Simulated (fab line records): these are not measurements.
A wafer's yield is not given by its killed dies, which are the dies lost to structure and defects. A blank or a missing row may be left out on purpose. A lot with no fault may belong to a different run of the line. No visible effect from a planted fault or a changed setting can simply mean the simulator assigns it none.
A struck lot beside a sound one / flow sfq_line / 18 out of 325 route steps
Sound: wafers L322.1, L322.3, L322.4. The struck wafers were L321.2, L321.4, L321.5. Last of all comes the cause.
Order at every step that has rows: each side's tool, ch and its chambers, its first start. Under that, the readings that differ: sound wafers / struck wafers / difference of the means / sigmas: that difference in standard deviations of wafers without a fault.
alike: readings whose means differ by less than 2 such deviations, and words and numbers that are the same on both sides. not compared: withheld readings, readings that some wafer has no value for, bounds like >300 that may hide the same value, and numbers for which the record gives no deviation and whose values overlap.
A row with sigmas, a row that says differs or no value, or rows on one side alone: a step with any of these is where the two part. Numbers that have no deviation but don't overlap get no sigmas and don't part them. A reading that every wafer of one side lacks parts them only if that side has two wafers or more.

first, 2 steps without rows for these wafers: SFQ_TRILAYER_I4_VIA_STRIP_SOLV_CLEAN_108 (cleans in NMP, time 600 s); SFQ_TRILAYER_JJ_TRILAYER_DEP_PRE_CLEAN_113 (time 22.5 s).
SFQ_TRILAYER_JJ_TRILAYER_DEP_SPUTTER_109: material Nb, target thk 150 nm, time 100 s.
  sound on pvd_sputter-03, day 51 04:11; struck on pvd_sputter-05, day 51 03:00
  alike: throttle_valve_pct
SFQ_TRILAYER_JJ_TRILAYER_DEP_SPUTTER_110: material Al, target thk 8 nm, time 10 s.
  sound on pvd_sputter-03, day 51 04:15; struck on pvd_sputter-05, day 51 03:04
  alike: throttle_valve_pct
then, 1 step without rows for these wafers: SFQ_TRILAYER_JJ_TRILAYER_DEP_AL_OXIDATION_111 (oxidation time 600 s).
SFQ_TRILAYER_JJ_TRILAYER_DEP_SPUTTER_112: material Nb, target thk 170 nm, time 113.3 s.
  sound on pvd_sputter-03, day 51 05:16; struck on pvd_sputter-05, day 51 04:05
  alike: throttle_valve_pct
SFQ_JJ_RS_MEAS_929: the measuring method here is four-point-probe.
  sound on film_metro-02, day 51 05:21; struck on film_metro-01, day 51 04:11
  alike: JJ_NB_RS
then, 4 steps without rows for these wafers: SFQ_TRILAYER_JJ_CE_LITHO_COAT_119 (resist thk 62 nm); SFQ_TRILAYER_JJ_CE_LITHO_COAT_114 (resist thk 600 nm); SFQ_TRILAYER_JJ_CE_LITHO_SOFTBAKE_118; SFQ_TRILAYER_JJ_CE_LITHO_EXPOSE_115 (exposes mask J5, target cd 700 nm).
-- the record jumps here: 5 days lie between the struck wafers' starts before and after --
SFQ_TRILAYER_JJ_CE_LITHO_PEB_117: peb time 60 s.
  sound on litho_track-01 ch 0, day 56 16:13; struck on litho_track-04 ch 0, day 56 15:02
reading=heater_power_total_W (W); sound=79.06 79.18 79.08; struck=76.02 76.12 76.02; difference=-3.05; sigmas=-52
reading=plate_temp_C (C); sound=115.18 115.18 115.23; struck=111.75 111.69 111.53; difference=-3.54; sigmas=-22
then, 1 step without rows for these wafers: SFQ_TRILAYER_JJ_CE_LITHO_DEVELOP_116 (time 60 s).
SFQ_JJ_OVL_MEAS_931:
  sound on overlay-01, day 56 16:31; struck on overlay-02, day 56 15:19
  alike: J5_OVL
SFQ_TRILAYER_JJ_CE_METRO_MEASURE_117:
  sound on cd_sem-01, day 56 16:33; struck on cd_sem-02, day 56 15:33
reading=cd_nm (nm); sound=699.4 698.8 699.0; struck=770.7 770.0 770.3; difference=+71.3; sigmas=+59
SFQ_TRILAYER_JJ_CE_BARC_OPEN_RIE_150: chemistry O2, target BARC, target depth 240 nm, time 80 s.
  sound on rie_metal-04 ch 0,1, day 56 17:45; struck on rie_metal-01 ch 1, day 56 16:33
reading=model.JJ.cd_nm (nm); sound=700.4 697.8 700.9; struck=769.7 769.6 770; difference=+70.1; sigmas=
  alike: drypump_motor_current_A, oes_product_au
  not compared: rf_hours_counter_h
SFQ_TRILAYER_JJ_CE_ETCH_RIE_118: chemistry SF6, target Nb, stops on Al2O3, time 97.7 s, target depth 170 nm.
  sound on rie_metal-04 ch 0,1, day 56 17:50; struck on rie_metal-01 ch 1, day 56 16:38
reading=model.JJ.cd_nm (nm); sound=701 698.5 701.4; struck=769.1 768.7 769.1; difference=+68.7; sigmas=
  alike: drypump_motor_current_A, oes_product_au
  not compared: rf_hours_counter_h
next, for these wafers, 1 step has no rows: SFQ_TRILAYER_JJ_ANODIZE_ANODIZE_119.

== WHERE THEY PART ==
Earliest at SFQ_TRILAYER_JJ_CE_LITHO_PEB_117; latest, in this record, at SFQ_TRILAYER_JJ_CE_METRO_MEASURE_117. Later steps at which nothing parts them and some readings are alike: SFQ_TRILAYER_JJ_CE_BARC_OPEN_RIE_150, SFQ_TRILAYER_JJ_CE_ETCH_RIE_118.

WHY: whatever the simulator had introduced
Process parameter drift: litho_track-04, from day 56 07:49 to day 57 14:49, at SFQ_TRILAYER_JJ_CE_LITHO_PEB_117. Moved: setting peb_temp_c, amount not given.
